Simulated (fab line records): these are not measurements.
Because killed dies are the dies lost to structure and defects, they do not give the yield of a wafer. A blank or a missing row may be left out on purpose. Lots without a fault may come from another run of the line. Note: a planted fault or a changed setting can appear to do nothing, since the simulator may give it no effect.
A lot that was struck, set against a sound lot + flow sky130 + 42 out of 708 route steps
Sound: the wafers L500.3, L500.5, L500.6. Struck: wafer L507.1 (L507.4, L507.6, from the same lot, were not struck and are left out); the cause is given at the end.
At each step with rows: each side's tool, then ch and its chambers, then its first start. Under that, the readings that differ: sound wafers + struck wafers + difference of the means + sigmas: that difference in standard deviations of wafers without a fault.
alike: readings with means less than 2 such deviations apart, plus words and numbers identical on both sides. not compared: withheld readings, readings lacking a value on some wafer, bounds such as >300 that could conceal the same value, and numbers that have no deviation in the record and whose values overlap.
A row with sigmas, a row that says differs or no value, or rows on one side alone: a step with any of these is where the two part. Numbers that don't overlap but have no deviation are shown without sigmas and don't part them. A reading missing from all wafers of one side parts the sides only when that side holds two or more wafers.

first, 4 steps without rows for these wafers: SKY_PWDE_SOFTBAKE_03; SKY_PWDE_EXPOSE_04 (exposes mask PWDEM, target cd 840 nm); SKY_PWDE_PEB_05; SKY_PWDE_DEVELOP_06 (develop time 60 s).
SKY_PWDE_OVL_MEAS_07:
  sound on overlay-02, day 5 07:56; struck on overlay-01, day 6 19:28
  alike: PWDE_OVL
after that, 1 step had no rows for these wafers: SKY_PWDE_IMPLANT_08.
SKY_PWDE_STRIP_09: strips in O2/N2.
  sound on plasma_asher-04 ch 0,1, day 5 08:08; struck on plasma_asher-04 ch 0, day 6 19:40
| reading                | sound | struck | difference                   | sigmas |
|------------------------|-------|--------|------------------------------|--------|
| rf_hours_counter_h (h) | - - - | 45     | no value on the sound wafers |        |
  alike: chamber_pressure_mTorr, drypump_motor_current_A, oes_product_au, strip_time_to_endpoint_s
SKY_PWDE_TW_MEAS_10:
  sound on film_metro-03, day 5 08:14; struck on film_metro-03, day 6 19:46
  alike: PWDE_TW
then, 4 steps without rows for these wafers: SKY_NWELL_DEHYDRATE_03 (time 60 s); SKY_NWELL_HMDS_04 (prime time 60 s); SKY_NWELL_COAT_05 (resist thk 3000 nm); SKY_NWELL_SOFTBAKE_06.
SKY_NWELL_EXPOSE_07: exposes mask NWM, target cd 840 nm.
  sound on iline_stepper-01 ch 0, day 5 16:27; struck on iline_stepper-02 ch 0, day 7 05:10
  alike: mask
then, 2 steps without rows for these wafers: SKY_NWELL_PEB_08; SKY_NWELL_DEVELOP_09 (develop time 60 s).
SKY_NWELL_OVL_MEAS_10:
  sound on overlay-01, day 6 02:26; struck on overlay-01, day 7 15:37
  alike: NWELL_00_OVL
then, 3 steps without rows for these wafers: SKY_NWELL_IMPLANT_11; SKY_NWELL_IMPLANT_12; SKY_NWELL_IMPLANT_13.
SKY_NWELL_STRIP_14: strips in O2/N2.
  sound on plasma_asher-04 ch 0,1, day 6 02:56; struck on plasma_asher-01 ch 1, day 7 16:07
| reading                | sound | struck | difference                   | sigmas |
|------------------------|-------|--------|------------------------------|--------|
| rf_hours_counter_h (h) | - - - | 44     | no value on the sound wafers |        |
  alike: chamber_pressure_mTorr, drypump_motor_current_A, oes_product_au, strip_time_to_endpoint_s
SKY_NWELL_TW_MEAS_15:
  sound on film_metro-03, day 6 03:02; struck on film_metro-01, day 7 16:13
  alike: NWELL_TW
then, 7 steps without rows for these wafers: SKY_NWELL_DEHYDRATE_16 (time 60 s); SKY_NWELL_HMDS_17 (prime time 60 s); SKY_NWELL_COAT_18 (resist thk 3000 nm); SKY_NWELL_SOFTBAKE_19; SKY_NWELL_EXPOSE_20 (exposes mask NWM COMPLEMENT, target cd 840 nm); SKY_NWELL_PEB_21; SKY_NWELL_DEVELOP_22 (develop time 60 s).
SKY_NWELL_OVL_MEAS_23:
  sound on overlay-01, day 6 21:26; struck on overlay-01, day 8 13:16
  alike: NWELL_01_OVL
after that, 1 step had no rows for these wafers: SKY_NWELL_IMPLANT_24.
SKY_NWELL_STRIP_25: strips in O2/N2.
  sound on plasma_asher-01 ch 0,1, day 6 21:38; struck on plasma_asher-01 ch 0, day 8 13:27
| reading                | sound | struck | difference                   | sigmas |
|------------------------|-------|--------|------------------------------|--------|
| rf_hours_counter_h (h) | - - - | 46     | no value on the sound wafers |        |
  alike: chamber_pressure_mTorr, drypump_motor_current_A, oes_product_au, strip_time_to_endpoint_s
SKY_NWELL_TW_MEAS_26:
  sound on film_metro-01, day 6 21:44; struck on film_metro-01, day 8 13:33
  alike: NWELL_2_TW
then, 1 step without rows for these wafers: SKY_NWELL_CLEAN_27 (cleans in SC1/SC2, time 150 s).
SKY_NWELL_RTA_28: time 30 s.
  sound on rtp_anneal-02 ch 0, day 6 21:53; struck on rtp_anneal-01 ch 0, day 8 13:40
  alike: lamp_power_pct, ramp_down_c_per_s, wafer_temp_C_max
SKY_NWELL_RS_MEAS_29: measures by four-point-probe.
  sound on film_metro-02, day 6 22:04; struck on film_metro-03, day 8 13:46
  alike: NWELL_RS
SKY_NWELL_RS_MEAS_31: measures by four-point-probe.
  sound on film_metro-02, day 6 22:18; struck on film_metro-03, day 8 14:00
  alike: PWDE_RS
then, 5 steps without rows for these wafers: SKY_VT_ADJUST_HVTP_DEHYDRATE_00 (time 60 s); SKY_VT_ADJUST_HVTP_HMDS_01 (prime time 60 s); SKY_VT_ADJUST_HVTP_COAT_02 (resist thk 1140 nm); SKY_VT_ADJUST_HVTP_SOFTBAKE_03 (time 60 s); SKY_VT_ADJUST_HVTP_EXPOSE_04 (exposes mask HVTPM, target cd 380 nm).
-- here the record skips 40 days between the struck wafers' starts before and after, leaving off in module VT_ADJUST_HVTP and picking up in module PAD_OPEN (first step shown: number 708 of the route) --
SKY_PAD_OPEN_PROBE_99:
  sound on prober-01, day 47 14:15; struck on prober-02, day 48 22:53
| reading                                 | sound             | struck | difference | sigmas |
|-----------------------------------------|-------------------|--------|------------|--------|
| killed_at_M4_up                         | 2 3 5             | 8      | +5         | +3     |
| killed_at_contacts                      | 30 14 16          | 31     | +11        | +2     |
| model.etest.res_nwell.width_nm (nm)     | 826.8 831.2 840.3 | 878.8  | +46.0      |        |
| model.etest.res_iso_pwell.width_nm (nm) | 2655 2661 2652    | 2630   | -26        |        |
  alike: killed_at_M0_to_M3, killed_at_front_end, killed_at_other, killed_dies, killed_open, killed_short

## WHERE THEY PART
Earliest at SKY_PWDE_STRIP_09; latest, in this record, at SKY_PAD_OPEN_PROBE_99.

WHY: whatever the simulator had introduced
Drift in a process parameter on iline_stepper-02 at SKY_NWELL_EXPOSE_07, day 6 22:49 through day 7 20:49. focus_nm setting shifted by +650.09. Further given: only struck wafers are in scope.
